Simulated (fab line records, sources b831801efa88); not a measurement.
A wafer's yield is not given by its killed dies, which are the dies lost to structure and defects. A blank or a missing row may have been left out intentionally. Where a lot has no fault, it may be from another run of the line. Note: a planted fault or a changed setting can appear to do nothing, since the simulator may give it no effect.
Which of the tools did it? | flow sfq line | 14 lots (41 wafers sampled), 1 step of a 325-step route

## WHAT THE GAUGES READ, wafer by wafer
Not one reading of a measure or inspect step in the record can be checked against a usual standard deviation.

## EACH LOT AND THE TOOL THAT RAN IT (in order: tool; ch and the chambers of the sampled wafers; start)
lot  | SFQ_TRILAYER_M1_ETCH_METAL_ETCH_042
L925 | rie metal-03 ch 0, day 25 08:07
L926 | rie metal-03 ch 0, day 25 12:55
L927 | rie metal-04 ch 0, day 25 20:07
L928 | rie metal-04 ch 0,1, day 26 04:49
L933 | rie metal-04 ch 0,1, day 29 05:30
L934 | rie metal-02 ch 0, day 29 17:31
L937 | rie metal-02 ch 0,1, day 30 13:52
L938 | rie metal-02 ch 0,1, day 30 23:28
L939 | rie metal-04 ch 0,1, day 31 10:16
L940 | rie metal-04 ch 0,1, day 32 06:44
L941 | rie metal-03 ch 0,1, day 32 07:52
L942 | rie metal-04 ch 0,1, day 32 21:26
L943 | rie metal-03 ch 0,1, day 32 22:38
L947 | rie metal-02 ch 0, day 34 05:44
- SFQ_TRILAYER_M1_ETCH_METAL_ETCH_042: etches Nb in Cl2/Ar, stops on SiO2, target depth 240 nm, time 120 s.

## AS READ BY THE TOOLS THEMSELVES (means over the sampled wafers that have a number; for cases with no such wafer, the mark the record gives instead)
SFQ_TRILAYER_M1_ETCH_METAL_ETCH_042.
lot  | tool         | drypump motor current A (A) | he backside leak sccm (sccm) | oes product au (a.u.)
L925 | rie metal-03 | 6.0                         | 3.7                          | 0.897
L926 | rie metal-03 | 6.0                         | 3.6                          | 0.897
L927 | rie metal-04 | 6.7                         | 3.8                          | 0.904
L928 | rie metal-04 | 6.3                         | 3.5                          | 0.894
L933 | rie metal-04 | 6.5                         | 3.5                          | 0.905
L934 | rie metal-02 | 5.6                         | 3.6                          | 0.900
L937 | rie metal-02 | 5.8                         | 3.7                          | 0.907
L938 | rie metal-02 | 6.1                         | 3.4                          | 0.885
L939 | rie metal-04 | 6.3                         | 3.6                          | 0.893
L940 | rie metal-04 | 6.4                         | 3.5                          | 0.810
L941 | rie metal-03 | 5.8                         | 3.4                          | 0.899
L942 | rie metal-04 | 6.5                         | 3.5                          | 0.809
L943 | rie metal-03 | 5.5                         | 3.4                          | 0.892
L947 | rie metal-02 | 5.6                         | 3.6                          | 0.896

## THE ANSWER, worked out from the rows above alone
Rule: the usual values come from the lots themselves. The widest of any qualifying gaps counts: lots, ordered by their means at a reading, are off when they make up no more than a third of the lots, leave a main group of 4 or more, and stand apart from it by 3 or more times the standard deviation of that group's means. A main group is skipped when, at the precision printed for the reading in the tables above, its means are all equal. Also off: a lot with no number at a reading for which 4 or more lots have one. Any other lot the step has rows for is counted as sound. The gauges are gone through in route order, then the tools' own readings, and for those a lot's mean is taken as printed above. At the first step where some lot is off, the reading lying furthest off is the one used; lots without a number count as furthest.
Off, at SFQ_TRILAYER_M1_ETCH_METAL_ETCH_042 on oes product au: L940, L942. Main group: mean 0.897 a.u., sd 0.0059.
A tool fits if, at that step or a process step before it, it ran every lot that is off, and no sound lot after the first of them. One fits: rie metal-04 at SFQ_TRILAYER_M1_ETCH_METAL_ETCH_042. A fault onset in the window from L939 (day 31 10:16, its last sound lot) to L940 (day 32 06:44, its first lot off) fits.
The tool's own readings at SFQ_TRILAYER_M1_ETCH_METAL_ETCH_042 bear it out: on the lots that are off they differ by more than 5 times the standard deviation of the sound lots' means. oes product au reads 0.810 a.u. there against 0.897 a.u. on the sound lots.

## WHAT HAD BEEN PUT IN BY THE SIMULATOR
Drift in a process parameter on rie metal-04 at SFQ_TRILAYER_M1_ETCH_METAL_ETCH_042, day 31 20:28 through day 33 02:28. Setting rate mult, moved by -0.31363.
Lots struck among those shown: L940, L942. This agrees with what the rule above found.
